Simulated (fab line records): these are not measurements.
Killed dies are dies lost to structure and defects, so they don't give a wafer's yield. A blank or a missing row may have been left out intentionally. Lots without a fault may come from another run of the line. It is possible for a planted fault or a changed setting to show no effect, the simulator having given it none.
Which tool was responsible? | flow sky130 | 6 lots with 18 wafers sampled at 3 steps, on a route of 708 steps

== WHAT EACH GAUGE READ, for each wafer ==
SKY_LI_CONTACT_THK_MEAS_01.
lot  | measured     | on            | LI_CONTACT_HDPCVD_THK (nm)
L843 | day 28 06:46 | film-metro-04 | 950 929 938
L849 | day 30 16:02 | film-metro-03 | 926 936 947
L851 | day 31 05:02 | film-metro-04 | 925 934 929
L854 | day 32 02:24 | film-metro-03 | 937 1205 920
L859 | day 33 16:46 | film-metro-04 | 943 928 945
L865 | day 35 05:59 | film-metro-03 | 940 915 953

== WHICH TOOL RAN EACH LOT (tool, then ch and the chambers of the sampled wafers, then the start) ==
lot  | SKY_RES_XHIGH_STRIP_08               | SKY_LI_CONTACT_HDPCVD_00
L843 | plasma-asher-02 ch 0,1, day 27 00:21 | hdpcvd-02 ch 0,1,2, day 28 06:41
L849 | plasma-asher-02 ch 0,1, day 29 10:37 | hdpcvd-02 ch 0,1,2, day 30 15:56
L851 | plasma-asher-03 ch 1, day 30 00:40   | hdpcvd-01 ch 0,1, day 31 04:56
L854 | plasma-asher-04 ch 0,1, day 30 21:05 | hdpcvd-01 ch 0,1,2, day 32 02:17
L859 | plasma-asher-04 ch 0,1, day 32 12:45 | hdpcvd-02 ch 0,1,2, day 33 16:41
L865 | plasma-asher-02 ch 0, day 34 03:10   | hdpcvd-02 ch 0,2, day 35 05:53
- SKY_RES_XHIGH_STRIP_08: strips in O2/N2.
- SKY_LI_CONTACT_HDPCVD_00: deposits PSG, target thk 930 nm, time 155 s.

== THE ANSWER, worked out from the rows above alone ==
Rule: usual is defined by the lots themselves. Put in order of their means at a reading, lots are off if they are a third of the lots or fewer, leave a main group of 4 or more, and stand apart from it by a gap of 3 or more times the standard deviation of the main group's means; of several such gaps the widest counts. A main group is skipped when, at the precision printed for the reading in the tables above, its means are all equal. Also off: a lot with no number at a reading for which 4 or more lots have one. The other lots that the step has rows for count as sound.
Off: L854, at SKY_LI_CONTACT_THK_MEAS_01 (LI_CONTACT_HDPCVD_THK). Main group: mean 936 nm, sd 3.5.
If a tool, at a process step before that reading, ran all the lots that are off and no sound lot after the first of them, it fits. The gauges at SKY_LI_CONTACT_THK_MEAS_01 are tried like those tools. One fits: SKY_LI_CONTACT_HDPCVD_00 on hdpcvd-01. Its last sound lot is L851 (day 31 04:56), its first lot that is off L854 (day 32 02:17): a fault that began between those two fits.

== WHAT THE SIMULATOR HAD PUT IN ==
hdpcvd-01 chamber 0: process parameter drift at SKY_LI_CONTACT_HDPCVD_00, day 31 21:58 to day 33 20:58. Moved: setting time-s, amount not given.
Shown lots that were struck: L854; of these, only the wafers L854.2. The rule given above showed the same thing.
